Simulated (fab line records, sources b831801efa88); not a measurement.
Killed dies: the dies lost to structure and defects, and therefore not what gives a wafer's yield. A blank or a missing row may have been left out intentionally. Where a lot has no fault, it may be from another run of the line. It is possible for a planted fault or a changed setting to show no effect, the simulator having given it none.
8D (eight disciplines) problem report, filled in by code || flow gf180mcu || the parts of the form that need people (team, actions taken, sign-off) are left out

## 1. WHAT IS WRONG
At GF_V4_SOFTBAKE_10, heater-power-total-W averages 92.31 W over 6 wafers from 2 lots, while fault-free wafers read 93.05 W, standard deviation 0.062. That puts it -12 standard deviations away from the usual mean.
The step: time 60 s.
First seen on wafer L427.1, day 24 20:00, on litho-track-04. At this step, 39 wafers from 13 lots have a number in the record. Rule for "out" (also "out of limits"): further than 4 standard deviations from the usual mean. The rest of the wafers with a number are treated as sound.

## 2. WHAT THIS IS AND IS NOT
{"question": "which readings at this step", "is": "heater-power-total-W, plate-temp-C", "is not": "-"}
{"question": "which lots", "is": "L427, L428", "is not": "L425, L426, L437, L438, L439, L441, L442, L443, L444, L445, L446"}
{"question": "which wafers of those lots", "is": "all that have a number", "is not": "-"}
{"question": "read on which tools", "is": "litho-track-04", "is not": "litho-track-01, litho-track-03"}
{"question": "when", "is": "from day 24 20:00", "is not": "up to then (6 sound wafers); but 27 sound wafers of L437, L438, L439, L441, L442, L443, L444, L445, L446 came after"}

## 3. WHAT RULES OUT EACH SUSPECT
Counting: any tool at a process step up to the reading is kept as a suspect provided that every lot that is out went through it and no sound lot did after the first of them.
- litho-track-04 at GF_V4_SOFTBAKE_10 (time 60 s): ruled out as a lasting fault. After its first lot that is out, L427 (day 24 20:00), sound lots L437, L442, L443, L446 ran on it.
Left after counting: nothing in the record.

## 4. THE CAUSE (what the simulator had put in)
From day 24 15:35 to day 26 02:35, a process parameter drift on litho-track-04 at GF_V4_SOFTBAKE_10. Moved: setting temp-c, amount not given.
Counting ruled it out, wrongly.

## 5. THE CHAIN OF EFFECTS, in route order
Each row: a reading whose mean over the struck wafers that have a number lies more than 3 standard deviations from the usual. Scope: only readings with a usual standard deviation given in the record; hours: median across lots of the time from each lot's start at the first step in this table that gives one to its start at this step; sigmas: change in usual standard deviations.
{"hours": 0, "step": "GF_V4_SOFTBAKE_10", "reading": "heater-power-total-W", "usual": "93.05 W", "on struck wafers": 92.31, "change": -0.74, "sigmas": -12}
{"hours": 0, "step": "GF_V4_SOFTBAKE_10", "reading": "plate-temp-C", "usual": "129.99 C", "on struck wafers": 129.16, "change": -0.83, "sigmas": -5.9}
{"hours": 11, "step": "GF_V4_CD_MEAS_14", "reading": "cd-nm", "usual": "259.8 nm", "on struck wafers": 256.8, "change": -3.0, "sigmas": -3.0}
Process steps it contains:
- GF_V4_SOFTBAKE_10: time 60 s.

## 6. WHAT WOULD HAVE CAUGHT IT SOONER
The fault began at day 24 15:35; the first out-of-limits reading in this record came at day 24 20:00, 4 hours later.
